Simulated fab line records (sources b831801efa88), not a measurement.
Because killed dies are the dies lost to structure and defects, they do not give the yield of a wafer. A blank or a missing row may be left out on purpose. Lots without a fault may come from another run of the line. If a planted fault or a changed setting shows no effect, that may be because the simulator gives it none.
The same fault as seen by 2 desks | flow sky130 | numbers are kept per desk, each desk with only its own; the story behind them comes last

## THE METROLOGY DESK
Lot by lot, what the gauges showed, no matter which tool ran the lot: averages of those sampled wafers that carry a number. The brackets show how far a lot's mean lies from the usual mean; more than 4 standard deviations puts the lot out of limits, marked OUT.
Columns: A = CAP2M_CVD_00_THK at SKY_CAP2M_THK_MEAS_01, usual 15.55 nm; B = PASSIVATION_CVD_00_THK at SKY_PASSIVATION_THK_MEAS_01, usual 90.1 nm
lot  | first seen here | A     | B
L186 | day 39 14:29    | 15.51 | 90.6
L187 | day 40 02:13    | 15.54 | 91.9
L188 | day 40 07:50    | 15.67 | 88.9
L191 | day 41 08:11    | 15.37 | 89.5
L192 | day 41 12:53    | 15.76 | 89.7
L194 | day 42 06:37    | 15.77 | 92.0
L195 | day 42 09:46    | 15.59 | 90.3
L197 | day 42 23:01    | 15.43 | 89.5
L199 | day 43 11:51    | 15.47 | 90.4
L206 | day 45 11:11    | 15.50 | 89.3
L207 | day 45 15:39    | 15.41 | 91.3
L208 | day 45 23:11    | 15.44 | 89.0
L209 | day 46 12:01    | 15.67 | 89.4
This desk found nothing out of limits on any of the 13 lots.

## DESK OF THE TOOL OWNER: pvd sputter-01
At SKY_METAL5_SPUTTER_01 (material TiN, target thk 20 nm, time 16.7 s) the tool's own readings: per lot run on this tool, the mean of the sampled wafers that have a number. The brackets show how far a lot's mean lies from the usual mean; more than 4 standard deviations puts the lot out of limits, marked OUT.
Columns: A = cathode dc power W at SKY_METAL5_SPUTTER_01, usual 6500.1 W; B = throttle valve pct at SKY_METAL5_SPUTTER_01, usual 29.9 %
lot  | first seen here | A                | B
L186 | day 42 18:22    | 6499.8           | 28.5
L191 | day 44 10:08    | 6499.9           | 30.4
L194 | day 45 05:48    | 6501.1           | 28.7
L195 | day 45 08:12    | 6500.0           | 29.3
L197 | day 45 20:46    | 6612.5 (+94) OUT | 28.4
L199 | day 46 09:30    | 6556.8 (+47) OUT | 28.7
L208 | day 48 12:55    | 6500.4           | 28.5
This desk's verdict: out of limits on L197, L199, starting with L197 at day 45 20:46 (cathode dc power W at SKY_METAL5_SPUTTER_01). In limits: L186, L191, L194, L195, L208.

## ALL TOGETHER
On L197, L199, at day 45 20:46, an alarm was possible from the tool owner's desk.
From the metrology desk's view, nothing was out of limits.
The metrology desk has L197, L199 on record, within its limits.
On pvd sputter-01, each named lot ran SKY_METAL5_SPUTTER_01.

## WHAT THE SIMULATOR PUT IN
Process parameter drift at SKY_METAL5_SPUTTER_01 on pvd sputter-01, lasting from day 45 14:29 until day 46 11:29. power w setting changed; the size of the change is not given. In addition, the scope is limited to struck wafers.
Shown lots that were struck: L197, L199.
How many hours passed from the start of the fault until each desk's first out-of-limits reading: the tool owner's desk, 6.
